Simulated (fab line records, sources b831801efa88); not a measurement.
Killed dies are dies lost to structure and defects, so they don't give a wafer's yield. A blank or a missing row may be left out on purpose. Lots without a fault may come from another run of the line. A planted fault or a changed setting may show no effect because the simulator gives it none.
Chamber matching | flow sky130 | SKY_VIA4_CMP_21 on cmp-01: 4 sister chambers
The step polishes, stops on SiO2, t overpolish 25 s, target thk 0 nm. 14 wafers are shown with their chamber, then 7 later ones without.

WAFERS WITH THEIR CHAMBER
wafer  | chamber | motor_current_A (A) | time_to_endpoint_s (s) | overpolish_run_s (s)
L429.2 | 2       | 12.8                | 118                    | 24.986
L429.3 | 1       | 11.6                | 115                    | 24.994
L429.5 | 3       | 12.5                | 118                    | 24.997
L430.1 | 3       | 12.0                | 122                    | 25.013
L430.4 | 0       | 12.0                | 115                    | 25.009
L430.6 | 1       | 11.5                | 121                    | 25.009
L431.1 | 1       | 12.1                | 115                    | 25.003
L431.2 | 2       | 13.0                | 118                    | 24.991
L431.3 | 0       | 11.8                | 112                    | 25.006
L433.2 | 0       | 11.6                | 117                    | 25.003
L433.3 | 3       | 12.9                | 125                    | 24.992
L433.5 | 3       | 12.6                | 120                    | 24.986
L436.3 | 0       | 11.4                | 111                    | 25.001
L436.4 | 3       | 12.0                | 122                    | 24.997

SIGNATURES (means of the wafers above)
reading            | chamber 0 | chamber 1 | chamber 2 | chamber 3 | scatter within a chamber
motor_current_A    | 11.700    | 11.733    | 12.900    | 12.400    | 0.324
time_to_endpoint_s | 113.75    | 117.00    | 118.00    | 121.40    | 2.72
overpolish_run_s   | 25.00475  | 25.00200  | 24.98850  | 24.99700  | 0.00752
Rule: a wafer's distance from a chamber is the root of the sum, over the readings, of the square of ((its reading less the chamber's mean) divided by the reading's scatter). The wafer belongs to the nearest chamber; if the next one is less than 2 further off, it can't be placed. The scatter: the root of (the sum of the squares of (reading less its chamber's mean) over the shown wafers, divided by (wafers less chambers)).

WAFERS WITHOUT THEIR CHAMBER
wafer  | motor_current_A (A) | time_to_endpoint_s (s) | overpolish_run_s (s)
L436.5 | 12.0                | 118                    | 25.004
L451.2 | 11.2                | 123                    | 24.999
L451.3 | 12.6                | 125                    | 24.983
L451.4 | 11.5                | 122                    | 24.999
L452.2 | 13.2                | 126                    | 25.000
L452.5 | 11.0                | 121                    | 24.979
L452.6 | 12.1                | 128                    | 24.999

WHICH CHAMBER EACH WENT THROUGH
wafer  | from the rows above          | in truth
L436.5 | can't be placed: 1 or 0 or 3 | 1
L451.2 | can't be placed: 1 or 3 or 0 | 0
L451.3 | can't be placed: 3 or 2      | 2
L451.4 | can't be placed: 1 or 3 or 0 | 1
L452.2 | can't be placed: 3 or 2      | 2
L452.5 | can't be placed: 1 or 0 or 3 | 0
L452.6 | can't be placed: 3 or 1      | 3
Placed correctly: 0 of 7. Can't be placed from these rows: 7 (the true chamber is among the candidates in 7). Placed wrongly: 0.
